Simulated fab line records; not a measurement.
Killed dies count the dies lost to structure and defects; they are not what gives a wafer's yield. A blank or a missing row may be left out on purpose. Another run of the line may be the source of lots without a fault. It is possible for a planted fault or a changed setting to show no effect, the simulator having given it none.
One fault through the eyes of 2 desks + flow sky130 + only its own numbers are on each desk; what lay behind them is given at the end

## AT THE METROLOGY DESK
What the gauges read for every lot (on any tool): the sampled wafers with a number, averaged. A lot is out of limits, marked OUT, if its mean lies more than 4 standard deviations from the usual mean; the brackets give that distance.
Columns: A = cdNm at SKY_LI_CONTACT_CD_MEAS_12, usual 170.1 nm; B = LI_CONTACT_OVL at SKY_LI_CONTACT_OVL_MEAS_13, usual 0 nm; C = LI_CONTACT_W_RS at SKY_LI_CONTACT_RS_MEAS_22, usual 0.2871 ohm/sq; D = LI_CONTACT_W_THK at SKY_LI_CONTACT_THK_MEAS_23, usual 403 nm
| lot  | first seen here | A     | B  | C                | D             |
|------|-----------------|-------|----|------------------|---------------|
| L917 | day 29 07:38    | 169.1 | 0  | 0.2870           | 401           |
| L923 | day 31 18:22    | 173.1 | -1 | 0.2837           | 412           |
| L931 | day 33 21:43    | 170.8 | 8  | 0.4146 (+49) OUT | 276 (-21) OUT |
| L932 | day 34 11:37    | 173.2 | 2  | 0.4110 (+48) OUT | 278 (-20) OUT |
| L933 | day 34 15:52    | 169.9 | 0  | 0.3673 (+31) OUT | 328 (-12) OUT |
| L936 | day 35 11:29    | 171.4 | 0  | 0.2853           | 406           |
| L939 | day 36 06:53    | 169.1 | 4  | 0.2842           | 410           |
This desk's result: L931, L932, L933 out of limits, first on L931 (LI_CONTACT_W_RS at SKY_LI_CONTACT_RS_MEAS_22), day 33 22:34. Within limits: L917, L923, L936, L939.

## DESK OF THE TOOL OWNER: cvdW-01
The tool's own readings at SKY_LI_CONTACT_CVD_21 (deposits W, target thk 400 nm, time 120.56 s): means of the sampled wafers that have a number, for each lot that ran on this tool. A lot is out of limits, marked OUT, if its mean lies more than 4 standard deviations from the usual mean; the brackets give that distance.
Columns: A = heaterPowerOuterW at SKY_LI_CONTACT_CVD_21, usual 522 W; B = heaterPowerW at SKY_LI_CONTACT_CVD_21, usual 840 W
| lot  | first seen here | A   | B   |
|------|-----------------|-----|-----|
| L917 | day 29 08:21    | 492 | 773 |
| L923 | day 31 19:04    | 550 | 878 |
| L931 | day 33 22:26    | 509 | 808 |
| L932 | day 34 12:18    | 506 | 813 |
| L933 | day 34 16:34    | 484 | 789 |
This desk found nothing out of limits on any of the 5 lots.

## BROUGHT TOGETHER
On L931, L932, L933, the metrology desk was in a position to raise an alarm at day 33 22:34.
The tool owner's desk saw nothing out of limits.
The tool owner's desk has L931, L932, L933 on record, within its limits.
All the named lots went through SKY_LI_CONTACT_CVD_21 on cvdW-01.

## WHAT THE SIMULATOR HAD PUT IN
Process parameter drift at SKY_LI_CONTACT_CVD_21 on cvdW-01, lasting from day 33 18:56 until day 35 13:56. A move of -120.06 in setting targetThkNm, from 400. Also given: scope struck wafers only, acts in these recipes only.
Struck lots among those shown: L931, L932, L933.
Per desk, hours elapsed from the start of the fault to the first reading out of limits: for the metrology desk, 4.
